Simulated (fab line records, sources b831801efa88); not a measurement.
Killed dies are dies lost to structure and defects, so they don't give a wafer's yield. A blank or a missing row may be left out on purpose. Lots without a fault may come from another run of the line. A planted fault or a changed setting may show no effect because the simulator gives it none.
Which tool did it? | flow sky130 | 12 lots, 36 wafers sampled, at 6 steps of a route of 708

WHAT THE GAUGES READ, wafer by wafer
SKY_PAD_OPEN_BOW_MEAS_13.
lot  | measured     | on            | PAD_OPEN_BOW (um)
L075 | day 46 12:09 | film_metro-03 | 38 48 48
L077 | day 47 01:07 | film_metro-02 | 47 55 42
L079 | day 47 14:40 | film_metro-02 | 43 55 40
L081 | day 47 19:17 | film_metro-04 | 53 46 51
L083 | day 48 10:41 | film_metro-02 | 49 41 36
L085 | day 48 15:43 | film_metro-02 | 68 59 63
L086 | day 49 06:35 | film_metro-03 | 49 58 48
L089 | day 49 14:56 | film_metro-04 | 59 50 45
L091 | day 49 23:11 | film_metro-03 | 54 48 40
L093 | day 50 10:15 | film_metro-02 | 43 48 35
L095 | day 50 16:44 | film_metro-02 | 43 60 48
L097 | day 51 02:38 | film_metro-03 | 33 39 37

WHICH TOOL RAN EACH LOT (tool, then ch and the chambers of the sampled wafers, then the start)
lot  | SKY_METAL2_SPUTTER_04        | SKY_VIA2_ETCH_15                   | SKY_VIA3_CVD_21               | SKY_METAL4_SPUTTER_03        | SKY_METAL4_SPUTTER_04
L075 | pvd_sputter-03, day 34 20:31 | rie_diel-03 ch 1,2, day 37 02:39   | cvd_w-02 ch 0, day 40 10:49   | pvd_sputter-04, day 40 11:31 | pvd_sputter-04, day 40 11:31
L077 | pvd_sputter-03, day 35 13:47 | rie_diel-03 ch 0,1, day 37 18:56   | cvd_w-01 ch 0, day 41 03:30   | pvd_sputter-04, day 41 04:11 | pvd_sputter-04, day 41 04:12
L079 | pvd_sputter-03, day 36 08:08 | rie_diel-03 ch 0,1,2, day 38 12:50 | cvd_w-01 ch 0,1, day 41 18:27 | pvd_sputter-03, day 41 19:10 | pvd_sputter-03, day 41 19:11
L081 | pvd_sputter-03, day 36 13:12 | rie_diel-03 ch 0,1, day 38 18:07   | cvd_w-01 ch 0,1, day 41 23:13 | pvd_sputter-04, day 41 23:52 | pvd_sputter-04, day 41 23:53
L083 | pvd_sputter-02, day 37 07:10 | rie_diel-01 ch 0,1,2, day 39 11:51 | cvd_w-01 ch 0,1, day 42 18:21 | pvd_sputter-04, day 42 19:07 | pvd_sputter-04, day 42 19:08
L085 | pvd_sputter-01, day 37 18:28 | rie_diel-01 ch 0,1,2, day 39 22:20 | cvd_w-01 ch 0,1, day 43 02:39 | pvd_sputter-02, day 43 03:20 | pvd_sputter-02, day 43 03:22
L086 | pvd_sputter-02, day 38 09:57 | rie_diel-01 ch 1,2,3, day 40 13:24 | cvd_w-02 ch 0,1, day 43 18:02 | pvd_sputter-04, day 43 18:43 | pvd_sputter-04, day 43 18:44
L089 | pvd_sputter-03, day 39 02:02 | rie_diel-01 ch 0,1,3, day 41 04:55 | cvd_w-02 ch 0,1, day 44 06:30 | pvd_sputter-02, day 44 07:11 | pvd_sputter-02, day 44 07:13
L091 | pvd_sputter-02, day 39 11:43 | rie_diel-03 ch 1,2, day 41 14:23   | cvd_w-01 ch 0,1, day 44 17:49 | pvd_sputter-04, day 44 18:31 | pvd_sputter-04, day 44 18:31
L093 | pvd_sputter-02, day 40 08:04 | rie_diel-01 ch 1,3, day 42 08:36   | cvd_w-02 ch 0,1, day 45 09:28 | pvd_sputter-03, day 45 10:10 | pvd_sputter-03, day 45 10:11
L095 | pvd_sputter-01, day 40 12:10 | rie_diel-03 ch 0,1, day 42 14:48   | cvd_w-02 ch 0,1, day 45 15:51 | pvd_sputter-04, day 45 16:32 | pvd_sputter-04, day 45 16:34
L097 | pvd_sputter-02, day 41 06:04 | rie_diel-04 ch 0,1,3, day 43 07:22 | cvd_w-01 ch 0,1, day 46 05:45 | pvd_sputter-04, day 46 06:24 | pvd_sputter-04, day 46 06:25
- SKY_METAL2_SPUTTER_04: material TiN, target thk 70 nm, time 58.3 s.
- SKY_VIA2_ETCH_15: etches SiO2 in C4F8/O2/Ar, stops on TiN, target depth 546 nm, time 84 s.
- SKY_VIA3_CVD_21: deposits W, target thk 390 nm, time 117.31 s.
- SKY_METAL4_SPUTTER_03: material Ti, target thk 5 nm, time 3.3 s.
- SKY_METAL4_SPUTTER_04: material TiN, target thk 70 nm, time 58.3 s.

THE ANSWER, worked out from the rows above alone
Rule: what is usual is taken from the lots themselves. Put in order of their means at a reading, lots are off if they are a third of the lots or fewer, leave a main group of 4 or more, and stand apart from it by a gap of 3 or more times the standard deviation of the main group's means; of several such gaps the widest counts. A main group whose means are all the same, to the digits that the tables above print for the reading, isn't used. A lot without any number at a reading at which 4 lots or more have one is off too. The other lots that the step has rows for count as sound.
No lot is off at any reading shown: from this, nothing can be told.

WHAT THE SIMULATOR HAD PUT IN
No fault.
